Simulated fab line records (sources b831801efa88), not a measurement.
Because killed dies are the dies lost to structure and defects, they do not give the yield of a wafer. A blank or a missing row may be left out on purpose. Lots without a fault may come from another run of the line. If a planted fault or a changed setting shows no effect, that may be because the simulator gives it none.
fab line records	flow gf180mcu
record lots=11	wafers=33	last-day=33
route steps=602 shown CONTACT@311 V1@352 M2@366
lots with no fault: from the same line, run without faults
start-h: the number of hours between the record's first day and the start of the first shown wafer of the lot	wait-h: time in hours since the lot's previous step	" identical to the entry in the row above	L1.1+2: one row covering several wafers at once	- no value, or no start was given	* or withheld: withheld	< > ~ a bound
route shown NAME@n: names a module that has steps shown in the file, with the first one's number in the route	usual: mean/standard deviation taken from wafers without a fault	same: alike in all rows	chamber/n: place in a boat	sites: readings site by site	_std_site: the values' standard deviation	_edge_site: inner sites' mean taken away from outer sites' mean	radius-mm: for every site, how far away it sits from the centre of the wafer	mask NAME#n: copy n	behind: the last tool/chamber to shape the wafer	hold: the reason the lot was held/the length of the hold in hours/how it ended	device: names the non-switching transistor (n, p or np)	end of line: the route-end tests of the same wafers	a step given without rows: its recipe and nothing more	killed: the dies lost at the first sort to structure and to defects; this is not the yield of the wafer	map: the dies of a wafer, with x for killed, . for not killed, _ for no die there
set.NAME: the setting that was run; set.NAME@STEP: the one run at that earlier step	model.NAME: the simulator's own value behind a step, which no gauge read
a sample of lots followed through the steps of the route, with each step as a table and each wafer as a row
services: when a tool's chamber went out of use (start-h, in hours from the record's first day, below 0 if earlier), for how many hours, and the reason
## steps
# step GF_CONTACT_CVD_24
# recipe material=W	target-thk-nm=300	time-s=90.339	temp-c=400	pressure-torr=40
# usual heater-power-w=840/37	susceptor-temp-C=400.02/0.21
lot.wafer	tool	chamber	start-h	wait-h	heater-power-w	susceptor-temp-C
L134.2	cvd-w-02	0	362.93	0.0	823	400.29
L134.5	"	1	"	"	883	399.88
L134.6	"	0	"	"	811	400.09
L135.1	cvd-w-01	0	366.87	0.0	783	400.01
L135.2	"	1	"	"	892	399.87
L135.6	"	1	"	"	863	400.19
L136.2	cvd-w-01	0	381.17	0.0	799	400.16
L136.3	"	1	"	"	885	400.54
L136.6	"	0	"	"	805	399.90
L140.4	cvd-w-01	0	420.02	0.1	806	399.90
L140.5	"	1	"	"	868	399.67
L140.6	"	0	"	"	815	399.82
L141.1	cvd-w-01	1	426.93	0.0	864	400.08
L141.3	"	0	"	"	797	400.07
L141.6	"	1	"	"	898	399.71
L142.1	cvd-w-02	0	437.50	0.0	833	399.76
L142.2	"	0	"	"	834	400.15
L142.6	"	0	"	"	819	400.33
L143.4	cvd-w-02	0	446.95	0.0	825	399.86
L143.5	"	0	"	"	836	400.03
L143.6	"	1	"	"	843	399.91
L144.1	cvd-w-01	0	449.12	0.0	794	399.92
L144.2	"	1	"	"	898	400.09
L144.4	"	0	"	"	788	400.32
L150.3	cvd-w-02	1	501.85	0.1	834	400.10
L150.4	"	0	"	"	850	400.10
L150.5	"	0	"	"	859	400.11
L153.2	cvd-w-01	0	520.22	0.0	748	391.79
L153.4	"	0	"	"	766	392.10
L153.6	"	1	"	"	857	391.55
L154.2	cvd-w-01	0	526.59	0.0	730	391.80
L154.3	"	1	"	"	816	391.49
L154.4	"	0	"	"	769	391.72
# step GF_CONTACT_RS_MEAS_25
# recipe thk-meas-gauge=four-point-probe	reads=W_of_CONTACT_CVD_24+TiN_of_CONTACT_SPUTTER_23+Ti_of_CONTACT_SPUTTER_22
# usual CONTACT_W_RS=0.383/0.0067
lot.wafer	tool	chamber	start-h	wait-h	CONTACT_W_RS[ohm/sq]
L134.2	film-metro-02	-	363.05	0.1	0.382
L134.5	"	-	"	"	0.378
L134.6	"	-	"	"	0.377
L135.1	film-metro-02	-	366.97	0.1	0.386
L135.2	"	-	"	"	0.372
L135.6	"	-	"	"	0.376
L136.2	film-metro-03	-	381.29	0.1	0.384
L136.3	"	-	"	"	0.372
L136.6	"	-	"	"	0.385
L140.4	film-metro-03	-	420.15	0.1	0.379
L140.5	"	-	"	"	0.374
L140.6	"	-	"	"	0.383
L141.1	film-metro-03	-	427.03	0.1	0.372
L141.3	"	-	"	"	0.382
L141.6	"	-	"	"	0.369
L142.1	film-metro-03	-	437.70	0.2	0.390
L142.2	"	-	"	"	0.392
L142.6	"	-	"	"	0.387
L143.4	film-metro-03	-	447.08	0.1	0.388
L143.5	"	-	"	"	0.389
L143.6	"	-	"	"	0.393
L144.1	film-metro-04	-	449.22	0.1	0.386
L144.2	"	-	"	"	0.375
L144.4	"	-	"	"	0.386
L150.3	film-metro-02	-	501.96	0.1	0.386
L150.4	"	-	"	"	0.389
L150.5	"	-	"	"	0.390
L153.2	film-metro-03	-	520.34	0.1	0.448
L153.4	"	-	"	"	0.449
L153.6	"	-	"	"	0.437
L154.2	film-metro-04	-	526.71	0.1	0.443
L154.3	"	-	"	"	0.435
L154.4	"	-	"	"	0.448
# step GF_CONTACT_THK_MEAS_26
# recipe thk-meas-gauge=xrf	reads=W_of_CONTACT_CVD_24
# usual CONTACT_W_THK=303/6.1
lot.wafer	tool	chamber	start-h	wait-h	CONTACT_W_THK[nm]
L134.2	film-metro-02	-	363.16	0.1	308
L134.5	"	-	"	"	312
L134.6	"	-	"	"	314
L135.1	film-metro-02	-	367.09	0.1	308
L135.2	"	-	"	"	319
L135.6	"	-	"	"	315
L136.2	film-metro-03	-	381.40	0.1	296
L136.3	"	-	"	"	307
L136.6	"	-	"	"	296
L140.4	film-metro-03	-	420.24	0.1	301
L140.5	"	-	"	"	307
L140.6	"	-	"	"	299
L141.1	film-metro-03	-	427.15	0.1	307
L141.3	"	-	"	"	299
L141.6	"	-	"	"	309
L142.1	film-metro-03	-	437.82	0.1	297
L142.2	"	-	"	"	294
L142.6	"	-	"	"	298
L143.4	film-metro-03	-	447.17	0.1	298
L143.5	"	-	"	"	296
L143.6	"	-	"	"	294
L144.1	film-metro-04	-	449.34	0.1	300
L144.2	"	-	"	"	311
L144.4	"	-	"	"	301
L150.3	film-metro-02	-	502.06	0.1	308
L150.4	"	-	"	"	303
L150.5	"	-	"	"	303
L153.2	film-metro-03	-	520.45	0.1	257
L153.4	"	-	"	"	256
L153.6	"	-	"	"	264
L154.2	film-metro-04	-	526.82	0.1	262
L154.3	"	-	"	"	267
L154.4	"	-	"	"	259
# step GF_CONTACT_CMP_27
# recipe stop-on=SiO2	down-force-psi=3.5	platen-rpm=60	t-overpolish-s=15	target-thk-nm=0	pad-velocity-m-s=0.94248
# usual motor-current-A=11.0/1.1	time-to-endpoint-s=74/3.5
lot.wafer	tool	chamber	start-h	wait-h	motor-current-A	time-to-endpoint-s
L134.2	cmp-01	2	363.36	0.2	12.8	72
L134.6	"	3	"	"	10.4	76
L134.5	"	0	"	"	12.1	72
L135.1	cmp-01	1	367.20	0.1	10.5	71
L135.2	"	2	"	"	12.3	72
L135.6	"	0	"	"	12.5	74
L136.3	cmp-02	0	381.45	0.0	11.7	81
L136.2	"	2	"	"	9.1	74
L136.6	"	0	"	"	10.6	77
L140.4	cmp-01	2	420.32	0.1	12.3	69
L140.6	"	1	"	"	10.7	72
L140.5	"	2	"	"	12.5	70
L141.1	cmp-02	1	427.21	0.1	10.3	76
L141.3	"	2	"	"	9.6	74
L141.6	"	2	"	"	9.0	77
L142.1	cmp-01	1	437.88	0.1	11.1	72
L142.2	"	2	"	"	12.6	72
L142.6	"	1	"	"	11.5	73
L143.4	cmp-02	2	447.30	0.1	9.4	74
L143.5	"	0	"	"	11.0	78
L143.6	"	1	"	"	10.5	71
L144.1	cmp-01	3	449.45	0.1	9.8	78
L144.4	"	0	"	"	12.5	77
L144.2	"	1	"	"	10.4	79
L150.4	cmp-02	2	502.15	0.1	9.2	71
L150.3	"	0	"	"	10.9	79
L150.5	"	1	"	"	10.4	75
L153.2	cmp-01	2	520.60	0.1	13.5	63
L153.4	"	3	"	"	10.6	65
L153.6	"	0	"	"	12.8	66
L154.4	cmp-02	3	526.87	0.0	11.6	65
L154.2	"	1	"	"	10.9	59
L154.3	"	2	"	"	9.3	63
# step GF_V1_ETCH_17
# recipe chemistry=C4F8/O2/Ar	mask-material=KrF	target=SiO2	stop-on=TiN	source-w=1500	bias-w=1200	pressure-mtorr=40	c4f8-flow-sccm=withheld	O2_flow_sccm=6	Ar_flow_sccm=300	time-s=withheld	target-depth-a=6300
# usual oes-product-au=0.857/0.0046
lot.wafer	tool	chamber	start-h	wait-h	oes-product-au
L134.2	rie-diel-02	0	-	-	0.858
L134.5	"	3	"	"	0.860
L134.6	"	0	"	"	0.859
L135.1	rie-diel-01	3	-	-	0.857
L135.2	"	1	"	"	0.862
L135.6	"	0	"	"	0.859
L136.2	rie-diel-02	3	-	-	0.851
L136.3	"	0	"	"	0.859
L136.6	"	2	"	"	0.852
L140.4	rie-diel-02	1	-	-	0.860
L140.5	"	2	"	"	0.859
L140.6	"	0	"	"	0.865
L141.1	rie-diel-02	2	-	-	0.861
L141.3	"	3	"	"	0.862
L141.6	"	0	"	"	0.858
L142.1	rie-diel-02	3	-	-	0.856
L142.2	"	2	"	"	0.853
L142.6	"	2	"	"	0.851
L143.4	rie-diel-01	3	-	-	0.857
L143.5	"	3	"	"	0.851
L143.6	"	0	"	"	0.861
L144.1	rie-diel-01	2	-	-	0.859
L144.2	"	1	"	"	0.861
L144.4	"	3	"	"	0.853
L150.3	rie-diel-01	1	-	-	0.860
L150.4	"	0	"	"	0.854
L150.5	"	0	"	"	0.859
L153.2	rie-diel-04	0	-	-	0.849
L153.4	"	1	"	"	0.854
L153.6	"	0	"	"	0.863
L154.2	rie-diel-02	2	-	-	0.855
L154.3	"	3	"	"	0.849
L154.4	"	1	"	"	0.856
# step GF_V1_CMP_26
# recipe stop-on=SiO2	down-force-psi=3.5	platen-rpm=60	t-overpolish-s=15	target-thk-nm=0	pad-velocity-m-s=0.94248
# usual motor-current-A=11.1/1.1	overpolish-run-s=15.000/0.0092	time-to-endpoint-s=87/3.2
lot.wafer	tool	chamber	start-h	wait-h	motor-current-A	overpolish-run-s	time-to-endpoint-s
L134.2	cmp-02	1	412.15	0.1	10.5	14.996	84
L134.5	"	0	"	"	10.6	14.996	91
L134.6	"	1	"	"	11.1	15.004	88
L135.2	cmp-02	2	415.96	0.1	9.6	15.003	88
L135.1	"	0	"	"	11.6	14.999	99
L135.6	"	1	"	"	11.2	14.991	85
L136.3	cmp-01	2	431.65	0.1	12.3	15.001	83
L136.2	"	3	"	"	9.8	15.010	85
L136.6	"	1	"	"	11.0	15.003	84
L140.4	cmp-02	1	470.98	0.2	10.7	14.994	88
L140.6	"	2	"	"	9.4	15.019	90
L140.5	"	3	"	"	10.9	15.004	89
L141.3	cmp-01	1	477.90	0.1	10.3	14.990	84
L141.1	"	3	"	"	9.9	14.992	85
L141.6	"	0	"	"	11.7	15.001	81
L142.1	cmp-01	1	489.47	0.1	10.4	15.006	90
L142.2	"	3	"	"	10.6	15.007	88
L142.6	"	2	"	"	12.8	15.002	85
L143.4	cmp-01	3	498.12	0.1	10.2	14.993	86
L143.6	"	2	"	"	13.0	14.990	88
L143.5	"	3	"	"	9.9	14.999	89
L144.2	cmp-02	2	501.46	0.0	9.1	14.987	91
L144.4	"	0	"	"	11.6	15.003	91
L144.1	"	1	"	"	10.7	14.987	89
L150.4	cmp-02	0	551.24	0.1	10.8	15.017	93
L150.3	"	2	"	"	8.8	14.997	85
L150.5	"	0	"	"	10.5	15.014	87
L153.2	cmp-02	2	568.36	0.0	9.0	14.986	83
L153.4	"	3	"	"	11.9	15.004	92
L153.6	"	2	"	"	9.6	15.004	85
L154.3	cmp-02	3	575.98	0.1	11.7	15.006	85
L154.4	"	0	"	"	10.9	15.018	91
L154.2	"	1	"	"	10.2	15.009	83
# step GF_M2_SPUTTER_04
# recipe material=TiN	target-thk-nm=50	power-w=6500	time-s=41.7	chamber-pressure-pa=0.4
# usual throttle-valve-pct=30.0/0.86
lot.wafer	tool	chamber	start-h	wait-h	throttle-valve-pct
L134.2	pvd-sputter-01	-	412.58	0.0	29.8
L134.5	"	-	"	"	31.3
L134.6	"	-	"	"	29.9
L135.1	pvd-sputter-01	-	416.39	0.0	29.9
L135.2	"	-	"	"	31.4
L135.6	"	-	"	"	29.8
L136.2	pvd-sputter-01	-	432.08	0.0	29.6
L136.3	"	-	"	"	31.7
L136.6	"	-	"	"	31.6
L140.4	pvd-sputter-04	-	471.31	0.0	29.5
L140.5	"	-	"	"	29.5
L140.6	"	-	"	"	30.9
L141.1	pvd-sputter-01	-	478.33	0.0	31.4
L141.3	"	-	"	"	29.9
L141.6	"	-	"	"	31.7
L142.1	pvd-sputter-04	-	489.95	0.0	30.9
L142.2	"	-	"	"	30.7
L142.6	"	-	"	"	29.6
L143.4	pvd-sputter-01	-	498.55	0.0	30.0
L143.5	"	-	"	"	29.8
L143.6	"	-	"	"	30.0
L144.1	pvd-sputter-02	-	501.94	0.0	30.2
L144.2	"	-	"	"	28.6
L144.4	"	-	"	"	29.3
L150.3	pvd-sputter-02	-	551.68	0.0	29.2
L150.4	"	-	"	"	30.3
L150.5	"	-	"	"	30.5
L153.2	pvd-sputter-04	-	568.84	0.0	29.5
L153.4	"	-	"	"	30.8
L153.6	"	-	"	"	30.8
L154.2	pvd-sputter-04	-	576.46	0.0	30.7
L154.3	"	-	"	"	28.4
L154.4	"	-	"	"	29.7
## services
tool	chamber	start-h	hours	kind
cmp-02	-	355.26	0.5	repair
rie-diel-01	-	362.21	1.1	repair
rie-diel-01	3	376.98	15.1	repair
cmp-01	-	379.82	5.4	pm
cvd-w-02	-	381.12	1.1	repair
pvd-sputter-01	-	388.70	4.6	repair
cvd-w-02	-	390.00	14.0	pm
cmp-02	-	404.05	4.0	pm
cvd-w-02	-	407.61	0.8	repair
pvd-sputter-04	-	416.21	4.9	repair
pvd-sputter-01	-	424.91	6.7	repair
cvd-w-02	1	427.62	12.9	repair
cmp-02	-	430.97	0.3	repair
pvd-sputter-01	-	443.66	4.0	repair
rie-diel-01	-	453.23	1.2	repair
rie-diel-04	-	468.92	1.5	repair
rie-diel-04	2	489.37	2.7	repair
pvd-sputter-04	-	499.24	3.4	repair
rie-diel-01	0	524.85	9.9	repair
cvd-w-02	0	532.39	4.3	repair
cmp-01	-	534.60	1.0	repair
pvd-sputter-01	-	554.83	7.3	repair
rie-diel-02	-	569.12	2.8	pm
cmp-01	-	572.21	4.0	pm
## key
first-sign step=GF_CONTACT_CVD_24	reading=susceptor-temp-C	direction=down	sigmas=39	usual=*	struck=*
effect step=GF_CONTACT_CVD_24	reading=heater-power-w	direction=down	sigmas=1.6	usual=840	struck=781
effect step=GF_CONTACT_RS_MEAS_25	reading=CONTACT_W_RS	direction=up	sigmas=9.1	usual=0.383	struck=0.443
effect step=GF_CONTACT_THK_MEAS_26	reading=CONTACT_W_THK	direction=down	sigmas=7	usual=303	struck=261
effect step=GF_CONTACT_CMP_27	reading=time-to-endpoint-s	direction=down	sigmas=3	usual=*	struck=*
met-at GF_CONTACT_CVD_24
struck-lots L153,L154
tester-left-out L153,L154
not-acting-at GF_V1_ETCH_17,GF_V1_CMP_26,GF_M2_SPUTTER_04
onset-between 449.12 520.22
fault kind=process-parameter-drift	tool=cvd-w-01	chamber=-	onset-h=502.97	steps=GF_CONTACT_CVD_24	channel=temp-c	offset=*	shape=step	end-h=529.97	acts-in=*	stated=*
# tester-left-out: of these lots the tester's yield and bins aren't shown, on N5 and GAA mostly nor the transistor test; their killed dies are dies lost to structure and defects alone, not to doping, threshold or leakage, so they don't give the yield
